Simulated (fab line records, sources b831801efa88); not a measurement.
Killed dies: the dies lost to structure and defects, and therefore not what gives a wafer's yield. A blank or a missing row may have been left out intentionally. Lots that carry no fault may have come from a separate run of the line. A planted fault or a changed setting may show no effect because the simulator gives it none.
fab line records || flow sky130
record: {"lots": 6, "wafers": 18, "last_day": 50}
route steps=708 shown VT_ADJUST_HVTR@140 VT_ADJUST_PCH@143 PAD_OPEN@708
lots with no fault: from the same line, run without faults
start_h: hours from the record's first day to the start of the lot's first wafer shown || wait_h: hours since the lot's step before || " unchanged from the row above || L1.1+2: a row that stands for several wafers || - no value, or no start given || * or withheld: withheld || < > ~ a bound
route shown NAME@n: names a module that has steps shown in the file, with the first one's number in the route || usual: average and standard deviation across the fault-free wafers || same: alike in all rows || chamber/n: place in a boat || sites: readings site by site || _std_site: the values' standard deviation || _edge_site: the outer-site mean with the inner-site mean subtracted || radius_mm: for every site, how far away it sits from the centre of the wafer || mask NAME#n: copy n || behind: the tool/chamber that last shaped the wafer || hold: reason for holding the lot/hours on hold/outcome of the hold || device: transistor that didn't switch, given as n, p or np || end of line: the same wafers' tests at the end of the route || a step without rows: its recipe alone || killed: dies that structure and defects cost at the first sort, which is not the same as the wafer's yield || map: a wafer's dies, x killed, . not, _ none there
set.NAME: the setting that was run; set.NAME@STEP: the one run at that earlier step || model.NAME: the simulator's own value behind a step, which no gauge read
lots at selected steps of the route; one table per step, one row per wafer
services: the hour from which a tool's chamber was out of use, counted from the record's first day as start_h (under 0 if before that day), plus the number of hours and why
== steps ==
step: SKY_VT_ADJUST_HVTR_IMPLANT_09
recipe: {"species": "B", "energy_kev": 10, "dose_cm2": 2.054e+12, "tilt_deg": "withheld"}
step: SKY_VT_ADJUST_HVTR_STRIP_10
recipe: {"chemistry": "O2/N2", "power_w": 1400, "pressure_mtorr": 1500, "platen_temp_c": "withheld", "o2_flow_sccm": 3000, "n2_flow_sccm": 300, "overash_fraction": 0.5}
usual: {"chamber_pressure_mTorr": "1500.0/1.4", "drypump_motor_current_A": "5.87/0.29", "oes_product_au": "0.716/0.0045", "strip_time_to_endpoint_s": "14.16/0.042"}
{"lot.wafer": "L683.1", "tool": "plasma_asher-01", "chamber": 0, "start_h": 211.44, "wait_h": 0.1, "chamber_pressure_mTorr": 1499.2, "drypump_motor_current_A": 5.63, "oes_product_au": 0.719, "rf_hours_counter_h": 54, "strip_time_to_endpoint_s": 14.12}
{"lot.wafer": "L683.4", "tool": "plasma_asher-01", "chamber": 1, "start_h": 211.44, "wait_h": 0.1, "chamber_pressure_mTorr": 1501.6, "drypump_motor_current_A": 6.06, "oes_product_au": 0.715, "rf_hours_counter_h": "-", "strip_time_to_endpoint_s": 14.08}
{"lot.wafer": "L683.6", "tool": "plasma_asher-01", "chamber": 1, "start_h": 211.44, "wait_h": 0.1, "chamber_pressure_mTorr": 1499.9, "drypump_motor_current_A": 6.05, "oes_product_au": 0.715, "rf_hours_counter_h": "-", "strip_time_to_endpoint_s": 14.13}
{"lot.wafer": "L696.1", "tool": "plasma_asher-02", "chamber": 0, "start_h": 309.68, "wait_h": 0.1, "chamber_pressure_mTorr": 1500.4, "drypump_motor_current_A": 5.60, "oes_product_au": 0.714, "rf_hours_counter_h": 19, "strip_time_to_endpoint_s": 14.22}
{"lot.wafer": "L696.2", "tool": "plasma_asher-02", "chamber": 1, "start_h": 309.68, "wait_h": 0.1, "chamber_pressure_mTorr": 1501.7, "drypump_motor_current_A": 5.73, "oes_product_au": 0.715, "rf_hours_counter_h": 19, "strip_time_to_endpoint_s": 14.19}
{"lot.wafer": "L696.3", "tool": "plasma_asher-02", "chamber": 1, "start_h": 309.68, "wait_h": 0.1, "chamber_pressure_mTorr": 1499.0, "drypump_motor_current_A": 5.71, "oes_product_au": 0.718, "rf_hours_counter_h": "-", "strip_time_to_endpoint_s": 14.20}
{"lot.wafer": "L697.1", "tool": "plasma_asher-02", "chamber": 0, "start_h": 320.53, "wait_h": 0.1, "chamber_pressure_mTorr": 1498.7, "drypump_motor_current_A": 5.57, "oes_product_au": 0.711, "rf_hours_counter_h": 20, "strip_time_to_endpoint_s": 14.13}
{"lot.wafer": "L697.3", "tool": "plasma_asher-02", "chamber": 0, "start_h": 320.53, "wait_h": 0.1, "chamber_pressure_mTorr": 1500.0, "drypump_motor_current_A": 5.62, "oes_product_au": 0.714, "rf_hours_counter_h": "-", "strip_time_to_endpoint_s": 14.14}
{"lot.wafer": "L697.5", "tool": "plasma_asher-02", "chamber": 0, "start_h": 320.53, "wait_h": 0.1, "chamber_pressure_mTorr": 1498.9, "drypump_motor_current_A": 5.58, "oes_product_au": 0.703, "rf_hours_counter_h": "-", "strip_time_to_endpoint_s": 14.15}
{"lot.wafer": "L698.2", "tool": "plasma_asher-03", "chamber": 1, "start_h": 326.04, "wait_h": 0.1, "chamber_pressure_mTorr": 1499.4, "drypump_motor_current_A": 6.04, "oes_product_au": 0.711, "rf_hours_counter_h": 49, "strip_time_to_endpoint_s": 14.17}
{"lot.wafer": "L698.3", "tool": "plasma_asher-03", "chamber": 1, "start_h": 326.04, "wait_h": 0.1, "chamber_pressure_mTorr": 1498.3, "drypump_motor_current_A": 6.03, "oes_product_au": 0.710, "rf_hours_counter_h": "-", "strip_time_to_endpoint_s": 14.13}
{"lot.wafer": "L698.4", "tool": "plasma_asher-03", "chamber": 0, "start_h": 326.04, "wait_h": 0.1, "chamber_pressure_mTorr": 1496.5, "drypump_motor_current_A": 6.43, "oes_product_au": 0.720, "rf_hours_counter_h": "-", "strip_time_to_endpoint_s": 14.17}
{"lot.wafer": "L699.1", "tool": "plasma_asher-03", "chamber": 1, "start_h": 331.09, "wait_h": 0.1, "chamber_pressure_mTorr": 1499.1, "drypump_motor_current_A": 6.01, "oes_product_au": 0.717, "rf_hours_counter_h": 49, "strip_time_to_endpoint_s": 14.11}
{"lot.wafer": "L699.3", "tool": "plasma_asher-03", "chamber": 1, "start_h": 331.09, "wait_h": 0.1, "chamber_pressure_mTorr": 1503.0, "drypump_motor_current_A": 6.03, "oes_product_au": 0.707, "rf_hours_counter_h": "-", "strip_time_to_endpoint_s": 14.13}
{"lot.wafer": "L699.4", "tool": "plasma_asher-03", "chamber": 0, "start_h": 331.09, "wait_h": 0.1, "chamber_pressure_mTorr": 1499.7, "drypump_motor_current_A": 6.42, "oes_product_au": 0.716, "rf_hours_counter_h": "-", "strip_time_to_endpoint_s": 14.09}
{"lot.wafer": "L703.2", "tool": "plasma_asher-03", "chamber": 1, "start_h": 364.74, "wait_h": 0.1, "chamber_pressure_mTorr": 1500.6, "drypump_motor_current_A": 6.01, "oes_product_au": 0.720, "rf_hours_counter_h": 53, "strip_time_to_endpoint_s": 14.12}
{"lot.wafer": "L703.3", "tool": "plasma_asher-03", "chamber": 0, "start_h": 364.74, "wait_h": 0.1, "chamber_pressure_mTorr": 1500.7, "drypump_motor_current_A": 6.44, "oes_product_au": 0.713, "rf_hours_counter_h": "-", "strip_time_to_endpoint_s": 14.15}
{"lot.wafer": "L703.6", "tool": "plasma_asher-03", "chamber": 0, "start_h": 364.74, "wait_h": 0.1, "chamber_pressure_mTorr": 1499.3, "drypump_motor_current_A": 6.43, "oes_product_au": 0.718, "rf_hours_counter_h": "-", "strip_time_to_endpoint_s": 14.20}
step: SKY_VT_ADJUST_HVTR_TW_MEAS_11
usual: {"VT_ADJUST_HVTR_TW": "210.4/1.8"}
{"lot.wafer": "L683.1", "tool": "film_metro-04", "chamber": "-", "start_h": 211.54, "wait_h": 0.1, "VT_ADJUST_HVTR_TW": 206.8}
{"lot.wafer": "L683.4", "tool": "film_metro-04", "chamber": "-", "start_h": 211.54, "wait_h": 0.1, "VT_ADJUST_HVTR_TW": 206.3}
{"lot.wafer": "L683.6", "tool": "film_metro-04", "chamber": "-", "start_h": 211.54, "wait_h": 0.1, "VT_ADJUST_HVTR_TW": 208.2}
{"lot.wafer": "L696.1", "tool": "film_metro-04", "chamber": "-", "start_h": 309.78, "wait_h": 0.1, "VT_ADJUST_HVTR_TW": 210.7}
{"lot.wafer": "L696.2", "tool": "film_metro-04", "chamber": "-", "start_h": 309.78, "wait_h": 0.1, "VT_ADJUST_HVTR_TW": 208.7}
{"lot.wafer": "L696.3", "tool": "film_metro-04", "chamber": "-", "start_h": 309.78, "wait_h": 0.1, "VT_ADJUST_HVTR_TW": 210.7}
{"lot.wafer": "L697.1", "tool": "film_metro-04", "chamber": "-", "start_h": 320.63, "wait_h": 0.1, "VT_ADJUST_HVTR_TW": 208.9}
{"lot.wafer": "L697.3", "tool": "film_metro-04", "chamber": "-", "start_h": 320.63, "wait_h": 0.1, "VT_ADJUST_HVTR_TW": 208.9}
{"lot.wafer": "L697.5", "tool": "film_metro-04", "chamber": "-", "start_h": 320.63, "wait_h": 0.1, "VT_ADJUST_HVTR_TW": 210.0}
{"lot.wafer": "L698.2", "tool": "film_metro-04", "chamber": "-", "start_h": 326.15, "wait_h": 0.1, "VT_ADJUST_HVTR_TW": 209.1}
{"lot.wafer": "L698.3", "tool": "film_metro-04", "chamber": "-", "start_h": 326.15, "wait_h": 0.1, "VT_ADJUST_HVTR_TW": 209.5}
{"lot.wafer": "L698.4", "tool": "film_metro-04", "chamber": "-", "start_h": 326.15, "wait_h": 0.1, "VT_ADJUST_HVTR_TW": 209.1}
{"lot.wafer": "L699.1", "tool": "film_metro-01", "chamber": "-", "start_h": 331.19, "wait_h": 0.1, "VT_ADJUST_HVTR_TW": 212.3}
{"lot.wafer": "L699.3", "tool": "film_metro-01", "chamber": "-", "start_h": 331.19, "wait_h": 0.1, "VT_ADJUST_HVTR_TW": 212.5}
{"lot.wafer": "L699.4", "tool": "film_metro-01", "chamber": "-", "start_h": 331.19, "wait_h": 0.1, "VT_ADJUST_HVTR_TW": 212.6}
{"lot.wafer": "L703.2", "tool": "film_metro-02", "chamber": "-", "start_h": 364.85, "wait_h": 0.1, "VT_ADJUST_HVTR_TW": 210.7}
{"lot.wafer": "L703.3", "tool": "film_metro-02", "chamber": "-", "start_h": 364.85, "wait_h": 0.1, "VT_ADJUST_HVTR_TW": 210.6}
{"lot.wafer": "L703.6", "tool": "film_metro-02", "chamber": "-", "start_h": 364.85, "wait_h": 0.1, "VT_ADJUST_HVTR_TW": 211.4}
step: SKY_VT_ADJUST_PCH_DEHYDRATE_00
recipe: {"temp_c": 200, "time_s": 60}
step: SKY_VT_ADJUST_PCH_HMDS_01
recipe: {"prime_time_s": 60, "prime_temp_c": 120}
step: SKY_VT_ADJUST_PCH_COAT_02
recipe: {"spin_rpm": 2000, "resist_thk_nm": 3000}
step: SKY_VT_ADJUST_PCH_SOFTBAKE_03
recipe: {"temp_c": 110, "time_s": "withheld"}
step: SKY_VT_ADJUST_PCH_EXPOSE_04
recipe: {"mask_id": "NWM", "na": 0.6, "source_shape": "conventional", "sigma_outer": 0.6, "polarization": "unpolarized", "target_cd_nm": 840, "dose_mj": 255}
step: SKY_VT_ADJUST_PCH_PEB_05
recipe: {"temp_c": 115, "time_s": "withheld"}
step: SKY_VT_ADJUST_PCH_DEVELOP_06
recipe: {"wall_angle_deg": 90, "developer": "TMAH", "develop_time_s": 60, "dev_temp_c": 23}
step: SKY_VT_ADJUST_PCH_OVL_MEAS_07
usual: {"VT_ADJUST_PCH_OVL": "0.1/1.4"}
{"lot.wafer": "L683.1", "tool": "overlay-01", "chamber": "-", "start_h": 233.67, "wait_h": "-", "VT_ADJUST_PCH_OVL[nm]": 0.6}
{"lot.wafer": "L683.4", "tool": "overlay-01", "chamber": "-", "start_h": 233.67, "wait_h": "-", "VT_ADJUST_PCH_OVL[nm]": 1.6}
{"lot.wafer": "L683.6", "tool": "overlay-01", "chamber": "-", "start_h": 233.67, "wait_h": "-", "VT_ADJUST_PCH_OVL[nm]": 0.1}
{"lot.wafer": "L696.1", "tool": "overlay-01", "chamber": "-", "start_h": 335.93, "wait_h": "-", "VT_ADJUST_PCH_OVL[nm]": 0.5}
{"lot.wafer": "L696.2", "tool": "overlay-01", "chamber": "-", "start_h": 335.93, "wait_h": "-", "VT_ADJUST_PCH_OVL[nm]": 1.4}
{"lot.wafer": "L696.3", "tool": "overlay-01", "chamber": "-", "start_h": 335.93, "wait_h": "-", "VT_ADJUST_PCH_OVL[nm]": 0.9}
{"lot.wafer": "L697.1", "tool": "overlay-01", "chamber": "-", "start_h": 346.73, "wait_h": "-", "VT_ADJUST_PCH_OVL[nm]": 1.2}
{"lot.wafer": "L697.3", "tool": "overlay-01", "chamber": "-", "start_h": 346.73, "wait_h": "-", "VT_ADJUST_PCH_OVL[nm]": 2.0}
{"lot.wafer": "L697.5", "tool": "overlay-01", "chamber": "-", "start_h": 346.73, "wait_h": "-", "VT_ADJUST_PCH_OVL[nm]": 2.9}
{"lot.wafer": "L698.2", "tool": "overlay-01", "chamber": "-", "start_h": 353.34, "wait_h": "-", "VT_ADJUST_PCH_OVL[nm]": -0.9}
{"lot.wafer": "L698.3", "tool": "overlay-01", "chamber": "-", "start_h": 353.34, "wait_h": "-", "VT_ADJUST_PCH_OVL[nm]": -0.2}
{"lot.wafer": "L698.4", "tool": "overlay-01", "chamber": "-", "start_h": 353.34, "wait_h": "-", "VT_ADJUST_PCH_OVL[nm]": -1.8}
{"lot.wafer": "L699.1", "tool": "overlay-02", "chamber": "-", "start_h": 357.89, "wait_h": "-", "VT_ADJUST_PCH_OVL[nm]": -4.5}
{"lot.wafer": "L699.3", "tool": "overlay-02", "chamber": "-", "start_h": 357.89, "wait_h": "-", "VT_ADJUST_PCH_OVL[nm]": -0.8}
{"lot.wafer": "L699.4", "tool": "overlay-02", "chamber": "-", "start_h": 357.89, "wait_h": "-", "VT_ADJUST_PCH_OVL[nm]": -1.9}
{"lot.wafer": "L703.2", "tool": "overlay-02", "chamber": "-", "start_h": 393.73, "wait_h": "-", "VT_ADJUST_PCH_OVL[nm]": 0.3}
{"lot.wafer": "L703.3", "tool": "overlay-02", "chamber": "-", "start_h": 393.73, "wait_h": "-", "VT_ADJUST_PCH_OVL[nm]": 0.9}
{"lot.wafer": "L703.6", "tool": "overlay-02", "chamber": "-", "start_h": 393.73, "wait_h": "-", "VT_ADJUST_PCH_OVL[nm]": 0.6}
step: SKY_VT_ADJUST_PCH_IMPLANT_08
recipe: {"species": "B", "energy_kev": 10, "dose_cm2": 5e+11, "tilt_deg": "withheld"}
step: SKY_VT_ADJUST_PCH_STRIP_09
recipe: {"chemistry": "O2/N2", "power_w": 1400, "pressure_mtorr": 1500, "platen_temp_c": "withheld", "o2_flow_sccm": 3000, "n2_flow_sccm": 300, "overash_fraction": 0.5}
usual: {"chamber_pressure_mTorr": "1499.9/1.4", "drypump_motor_current_A": "6.03/0.29", "oes_product_au": "0.723/0.0047", "strip_time_to_endpoint_s": "36.84/0.12"}
{"lot.wafer": "L683.1", "tool": "plasma_asher-04", "chamber": 1, "start_h": 233.86, "wait_h": 0.1, "chamber_pressure_mTorr": 1500.2, "drypump_motor_current_A": 5.95, "oes_product_au": 0.718, "rf_hours_counter_h": 58, "strip_time_to_endpoint_s": 36.84}
{"lot.wafer": "L683.4", "tool": "plasma_asher-04", "chamber": 1, "start_h": 233.86, "wait_h": 0.1, "chamber_pressure_mTorr": 1499.1, "drypump_motor_current_A": 5.99, "oes_product_au": 0.714, "rf_hours_counter_h": "-", "strip_time_to_endpoint_s": 36.91}
{"lot.wafer": "L683.6", "tool": "plasma_asher-04", "chamber": 0, "start_h": 233.86, "wait_h": 0.1, "chamber_pressure_mTorr": 1501.5, "drypump_motor_current_A": 6.21, "oes_product_au": 0.728, "rf_hours_counter_h": "-", "strip_time_to_endpoint_s": 36.88}
{"lot.wafer": "L696.1", "tool": "plasma_asher-04", "chamber": 0, "start_h": 336.12, "wait_h": 0.1, "chamber_pressure_mTorr": 1500.6, "drypump_motor_current_A": 6.25, "oes_product_au": 0.711, "rf_hours_counter_h": 68, "strip_time_to_endpoint_s": 37.88}
{"lot.wafer": "L696.2", "tool": "plasma_asher-04", "chamber": 1, "start_h": 336.12, "wait_h": 0.1, "chamber_pressure_mTorr": 1498.1, "drypump_motor_current_A": 5.95, "oes_product_au": 0.718, "rf_hours_counter_h": 68, "strip_time_to_endpoint_s": 36.69}
{"lot.wafer": "L696.3", "tool": "plasma_asher-04", "chamber": 1, "start_h": 336.12, "wait_h": 0.1, "chamber_pressure_mTorr": 1499.2, "drypump_motor_current_A": 5.97, "oes_product_au": 0.720, "rf_hours_counter_h": "-", "strip_time_to_endpoint_s": 36.69}
{"lot.wafer": "L697.1", "tool": "plasma_asher-04", "chamber": 1, "start_h": 346.92, "wait_h": 0.1, "chamber_pressure_mTorr": 1499.9, "drypump_motor_current_A": 5.96, "oes_product_au": 0.717, "rf_hours_counter_h": 69, "strip_time_to_endpoint_s": 37.06}
{"lot.wafer": "L697.3", "tool": "plasma_asher-04", "chamber": 1, "start_h": 346.92, "wait_h": 0.1, "chamber_pressure_mTorr": 1499.3, "drypump_motor_current_A": 5.97, "oes_product_au": 0.730, "rf_hours_counter_h": "-", "strip_time_to_endpoint_s": 37.15}
{"lot.wafer": "L697.5", "tool": "plasma_asher-04", "chamber": 0, "start_h": 346.92, "wait_h": 0.1, "chamber_pressure_mTorr": 1499.2, "drypump_motor_current_A": 6.23, "oes_product_au": 0.707, "rf_hours_counter_h": "-", "strip_time_to_endpoint_s": 38.37}
{"lot.wafer": "L698.2", "tool": "plasma_asher-03", "chamber": 1, "start_h": 353.52, "wait_h": 0.1, "chamber_pressure_mTorr": 1497.6, "drypump_motor_current_A": 6.03, "oes_product_au": 0.720, "rf_hours_counter_h": 51, "strip_time_to_endpoint_s": 36.65}
{"lot.wafer": "L698.3", "tool": "plasma_asher-03", "chamber": 1, "start_h": 353.52, "wait_h": 0.1, "chamber_pressure_mTorr": 1500.3, "drypump_motor_current_A": 6.03, "oes_product_au": 0.734, "rf_hours_counter_h": "-", "strip_time_to_endpoint_s": 36.79}
{"lot.wafer": "L698.4", "tool": "plasma_asher-03", "chamber": 0, "start_h": 353.52, "wait_h": 0.1, "chamber_pressure_mTorr": 1497.2, "drypump_motor_current_A": 6.41, "oes_product_au": 0.715, "rf_hours_counter_h": "-", "strip_time_to_endpoint_s": 36.68}
{"lot.wafer": "L699.1", "tool": "plasma_asher-03", "chamber": 0, "start_h": 358.08, "wait_h": 0.1, "chamber_pressure_mTorr": 1502.9, "drypump_motor_current_A": 6.39, "oes_product_au": 0.726, "rf_hours_counter_h": 52, "strip_time_to_endpoint_s": 36.82}
{"lot.wafer": "L699.3", "tool": "plasma_asher-03", "chamber": 0, "start_h": 358.08, "wait_h": 0.1, "chamber_pressure_mTorr": 1498.8, "drypump_motor_current_A": 6.46, "oes_product_au": 0.726, "rf_hours_counter_h": "-", "strip_time_to_endpoint_s": 36.89}
{"lot.wafer": "L699.4", "tool": "plasma_asher-03", "chamber": 1, "start_h": 358.08, "wait_h": 0.1, "chamber_pressure_mTorr": 1500.7, "drypump_motor_current_A": 6.02, "oes_product_au": 0.717, "rf_hours_counter_h": "-", "strip_time_to_endpoint_s": 36.87}
{"lot.wafer": "L703.2", "tool": "plasma_asher-02", "chamber": 1, "start_h": 393.91, "wait_h": 0.1, "chamber_pressure_mTorr": 1498.9, "drypump_motor_current_A": 5.74, "oes_product_au": 0.723, "rf_hours_counter_h": 28, "strip_time_to_endpoint_s": 36.76}
{"lot.wafer": "L703.3", "tool": "plasma_asher-02", "chamber": 0, "start_h": 393.91, "wait_h": 0.1, "chamber_pressure_mTorr": 1501.3, "drypump_motor_current_A": 5.59, "oes_product_au": 0.718, "rf_hours_counter_h": "-", "strip_time_to_endpoint_s": 36.81}
{"lot.wafer": "L703.6", "tool": "plasma_asher-02", "chamber": 0, "start_h": 393.91, "wait_h": 0.1, "chamber_pressure_mTorr": 1500.5, "drypump_motor_current_A": 5.58, "oes_product_au": 0.719, "rf_hours_counter_h": "-", "strip_time_to_endpoint_s": 36.82}
step: SKY_VT_ADJUST_PCH_TW_MEAS_10
usual: {"VT_ADJUST_PCH_TW": "143.6/1.1"}
{"lot.wafer": "L683.1", "tool": "film_metro-02", "chamber": "-", "start_h": 233.96, "wait_h": 0.1, "VT_ADJUST_PCH_TW": 143.8}
{"lot.wafer": "L683.4", "tool": "film_metro-02", "chamber": "-", "start_h": 233.96, "wait_h": 0.1, "VT_ADJUST_PCH_TW": 144.8}
{"lot.wafer": "L683.6", "tool": "film_metro-02", "chamber": "-", "start_h": 233.96, "wait_h": 0.1, "VT_ADJUST_PCH_TW": 145.6}
{"lot.wafer": "L696.1", "tool": "film_metro-02", "chamber": "-", "start_h": 336.22, "wait_h": 0.1, "VT_ADJUST_PCH_TW": 142.6}
{"lot.wafer": "L696.2", "tool": "film_metro-02", "chamber": "-", "start_h": 336.22, "wait_h": 0.1, "VT_ADJUST_PCH_TW": 143.9}
{"lot.wafer": "L696.3", "tool": "film_metro-02", "chamber": "-", "start_h": 336.22, "wait_h": 0.1, "VT_ADJUST_PCH_TW": 143.8}
{"lot.wafer": "L697.1", "tool": "film_metro-01", "chamber": "-", "start_h": 347.02, "wait_h": 0.1, "VT_ADJUST_PCH_TW": 144.6}
{"lot.wafer": "L697.3", "tool": "film_metro-01", "chamber": "-", "start_h": 347.02, "wait_h": 0.1, "VT_ADJUST_PCH_TW": 144.7}
{"lot.wafer": "L697.5", "tool": "film_metro-01", "chamber": "-", "start_h": 347.02, "wait_h": 0.1, "VT_ADJUST_PCH_TW": 144.0}
{"lot.wafer": "L698.2", "tool": "film_metro-03", "chamber": "-", "start_h": 353.63, "wait_h": 0.1, "VT_ADJUST_PCH_TW": 143.8}
{"lot.wafer": "L698.3", "tool": "film_metro-03", "chamber": "-", "start_h": 353.63, "wait_h": 0.1, "VT_ADJUST_PCH_TW": 143.6}
{"lot.wafer": "L698.4", "tool": "film_metro-03", "chamber": "-", "start_h": 353.63, "wait_h": 0.1, "VT_ADJUST_PCH_TW": 142.5}
{"lot.wafer": "L699.1", "tool": "film_metro-03", "chamber": "-", "start_h": 358.18, "wait_h": 0.1, "VT_ADJUST_PCH_TW": 142.4}
{"lot.wafer": "L699.3", "tool": "film_metro-03", "chamber": "-", "start_h": 358.18, "wait_h": 0.1, "VT_ADJUST_PCH_TW": 142.4}
{"lot.wafer": "L699.4", "tool": "film_metro-03", "chamber": "-", "start_h": 358.18, "wait_h": 0.1, "VT_ADJUST_PCH_TW": 142.6}
{"lot.wafer": "L703.2", "tool": "film_metro-01", "chamber": "-", "start_h": 394.04, "wait_h": 0.1, "VT_ADJUST_PCH_TW": 145.0}
{"lot.wafer": "L703.3", "tool": "film_metro-01", "chamber": "-", "start_h": 394.04, "wait_h": 0.1, "VT_ADJUST_PCH_TW": 145.7}
{"lot.wafer": "L703.6", "tool": "film_metro-01", "chamber": "-", "start_h": 394.04, "wait_h": 0.1, "VT_ADJUST_PCH_TW": 145.9}
step: SKY_PAD_OPEN_PROBE_99
usual: {"killed_at_M0_to_M3": "44/7", "killed_at_M4_up": "3.2/2", "killed_at_contacts": "25/5.3", "killed_at_front_end": "15/4.3", "killed_at_other": "0.3/0.54", "killed_dies": "86/8.7", "killed_open": "47/6.4", "killed_short": "39/5.6"}
same: {"gross_dies": 492, "killed_at_back_side": 0}
{"lot.wafer": "L696.1", "tool": "prober-01", "chamber": "-", "start_h": 1157.01, "wait_h": 0.1, "killed_at_M0_to_M3": 48, "killed_at_M4_up": 1, "killed_at_contacts": 27, "killed_at_front_end": 15, "killed_at_other": 0, "killed_dies": 91, "killed_open": 55, "killed_short": 36}
{"lot.wafer": "L696.2", "tool": "prober-01", "chamber": "-", "start_h": 1157.06, "wait_h": 0.1, "killed_at_M0_to_M3": 44, "killed_at_M4_up": 6, "killed_at_contacts": 24, "killed_at_front_end": 13, "killed_at_other": 0, "killed_dies": 87, "killed_open": 49, "killed_short": 38}
{"lot.wafer": "L696.3", "tool": "prober-01", "chamber": "-", "start_h": 1157.11, "wait_h": 0.2, "killed_at_M0_to_M3": 55, "killed_at_M4_up": 3, "killed_at_contacts": 27, "killed_at_front_end": 21, "killed_at_other": 0, "killed_dies": 106, "killed_open": 60, "killed_short": 45}
{"lot.wafer": "L698.2", "tool": "prober-02", "chamber": "-", "start_h": 1164.37, "wait_h": 0.1, "killed_at_M0_to_M3": 43, "killed_at_M4_up": 3, "killed_at_contacts": 25, "killed_at_front_end": 9, "killed_at_other": 0, "killed_dies": 80, "killed_open": 39, "killed_short": 41}
{"lot.wafer": "L698.3", "tool": "prober-02", "chamber": "-", "start_h": 1164.42, "wait_h": 0.2, "killed_at_M0_to_M3": 61, "killed_at_M4_up": 6, "killed_at_contacts": 18, "killed_at_front_end": 13, "killed_at_other": 0, "killed_dies": 98, "killed_open": 51, "killed_short": 47}
{"lot.wafer": "L698.4", "tool": "prober-02", "chamber": "-", "start_h": 1164.47, "wait_h": 0.2, "killed_at_M0_to_M3": 56, "killed_at_M4_up": 0, "killed_at_contacts": 21, "killed_at_front_end": 14, "killed_at_other": 0, "killed_dies": 91, "killed_open": 52, "killed_short": 39}
{"lot.wafer": "L699.1", "tool": "prober-02", "chamber": "-", "start_h": 1172.45, "wait_h": 0.1, "killed_at_M0_to_M3": 37, "killed_at_M4_up": 3, "killed_at_contacts": 24, "killed_at_front_end": 10, "killed_at_other": 0, "killed_dies": 74, "killed_open": 48, "killed_short": 26}
{"lot.wafer": "L699.3", "tool": "prober-02", "chamber": "-", "start_h": 1172.55, "wait_h": 0.2, "killed_at_M0_to_M3": 34, "killed_at_M4_up": 2, "killed_at_contacts": 27, "killed_at_front_end": 24, "killed_at_other": 2, "killed_dies": 89, "killed_open": 52, "killed_short": 37}
{"lot.wafer": "L699.4", "tool": "prober-02", "chamber": "-", "start_h": 1172.60, "wait_h": 0.2, "killed_at_M0_to_M3": 44, "killed_at_M4_up": 3, "killed_at_contacts": 21, "killed_at_front_end": 25, "killed_at_other": 0, "killed_dies": 93, "killed_open": 46, "killed_short": 46}
killed by level:class
L696.1 VIA1:geometric_particle:open=12 CONTACT:geometric_particle:open=10 VIA2:geometric_particle:open=10 LI_CONTACT:geometric_particle:open=8 CONTACT:geometric_particle:short=7 VIA3:geometric_particle:open=7 FIELD_ISO:geometric_particle:short=5 METAL1:geometric_particle:short=5
L696.2 VIA1:geometric_particle:open=12 VIA2:geometric_particle:open=9 CONTACT:geometric_particle:open=7 VIA3:geometric_particle:open=6 FIELD_ISO:geometric_particle:short=5 METAL1:geometric_particle:short=5 LI_CONTACT:geometric_particle:open=5 LOCAL_INTERCONNECT:geometric_particle:short=5
L696.3 VIA1:geometric_particle:open=12 CONTACT:geometric_particle:open=12 LI_CONTACT:geometric_particle:open=7 VIA3:geometric_particle:open=7 VIA3:geometric_particle:short=7 POLY_GATE:geometric_particle:open=6 METAL1:geometric_particle:short=6 FIELD_ISO:geometric_particle:short=5
L698.2 VIA1:geometric_particle:open=9 VIA2:geometric_particle:open=7 CONTACT:geometric_particle:open=6 LI_CONTACT:geometric_particle:open=5 LI_CONTACT:geometric_particle:short=5 CONTACT:geometric_particle:short=5 VIA1:geometric_particle:short=5 VIA3:geometric_particle:open=5
L698.3 METAL1:geometric_particle:short=14 CONTACT:geometric_particle:open=8 VIA1:geometric_particle:open=8 VIA1:geometric_particle:short=7 VIA2:geometric_particle:open=7 METAL1:geometric_particle:open=6 VIA3:geometric_particle:open=6 METAL4:geometric_particle:short=5
L698.4 VIA1:geometric_particle:open=18 METAL1:geometric_particle:short=8 CONTACT:geometric_particle:open=7 VIA1:geometric_particle:short=7 LI_CONTACT:geometric_particle:open=6 METAL2:geometric_particle:short=6 POLY_GATE:geometric_particle:open=5 METAL1:geometric_particle:open=5
L699.1 LI_CONTACT:geometric_particle:open=10 CONTACT:geometric_particle:open=9 VIA2:geometric_particle:open=9 VIA3:geometric_particle:open=6 POLY_GATE:geometric_particle:short=4 VIA1:geometric_particle:short=4 VIA1:geometric_particle:open=4 FIELD_ISO:geometric_particle:short=3
L699.3 CONTACT:geometric_particle:open=10 FIELD_ISO:geometric_particle:open=8 VIA3:geometric_particle:open=8 CONTACT:geometric_particle:short=7 VIA2:geometric_particle:open=7 METAL2:geometric_particle:short=6 FIELD_ISO:geometric_particle:short=5 POLY_GATE:geometric_particle:short=5
L699.4 VIA1:geometric_particle:open=9 POLY_GATE:geometric_particle:short=8 METAL2:geometric_particle:short=8 CONTACT:geometric_particle:open=8 FIELD_ISO:geometric_particle:short=7 LI_CONTACT:geometric_particle:open=6 VIA1:geometric_particle:short=6 METAL1:geometric_particle:short=5
== services ==
{"tool": "plasma_asher-04", "chamber": "-", "start_h": 192.61, "hours": 4.3, "kind": "pm"}
{"tool": "plasma_asher-04", "chamber": "-", "start_h": 204.84, "hours": 1.8, "kind": "repair"}
{"tool": "plasma_asher-01", "chamber": "-", "start_h": 275.52, "hours": 14.6, "kind": "pm"}
{"tool": "plasma_asher-03", "chamber": "-", "start_h": 319.79, "hours": 3.2, "kind": "repair"}
{"tool": "plasma_asher-01", "chamber": "-", "start_h": 352.47, "hours": 6.1, "kind": "repair"}
{"tool": "plasma_asher-01", "chamber": "-", "start_h": 354.64, "hours": 6.3, "kind": "repair"}
{"tool": "plasma_asher-02", "chamber": "-", "start_h": 385.00, "hours": 1.2, "kind": "repair"}
== key ==
first_sign: {"step": "SKY_VT_ADJUST_PCH_STRIP_09", "reading": "strip_time_to_endpoint_s", "direction": "up", "sigmas": 11, "usual": "*", "struck": "*"}
effect: {"step": "SKY_VT_ADJUST_PCH_STRIP_09", "reading": "oes_product_au", "direction": "down", "sigmas": 2.9, "usual": 0.723, "struck": 0.709}
met_at SKY_VT_ADJUST_PCH_STRIP_09
struck_wafers L696.1,L697.5
tester_left_out L696,L697
onset_between 233.86 336.12
fault: {"kind": "process_parameter_drift", "tool": "plasma_asher-04", "chamber": 0, "onset_h": 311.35, "steps": "SKY_VT_ADJUST_PCH_STRIP_09", "channel": "power_w", "offset": "*", "shape": "step", "end_h": 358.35, "acts_in": "*", "stated": "*"}
tester_left_out: of these lots the tester's yield and bins aren't shown, on N5 and GAA mostly nor the transistor test; their killed dies are dies lost to structure and defects alone, not to doping, threshold or leakage, so they don't give the yield
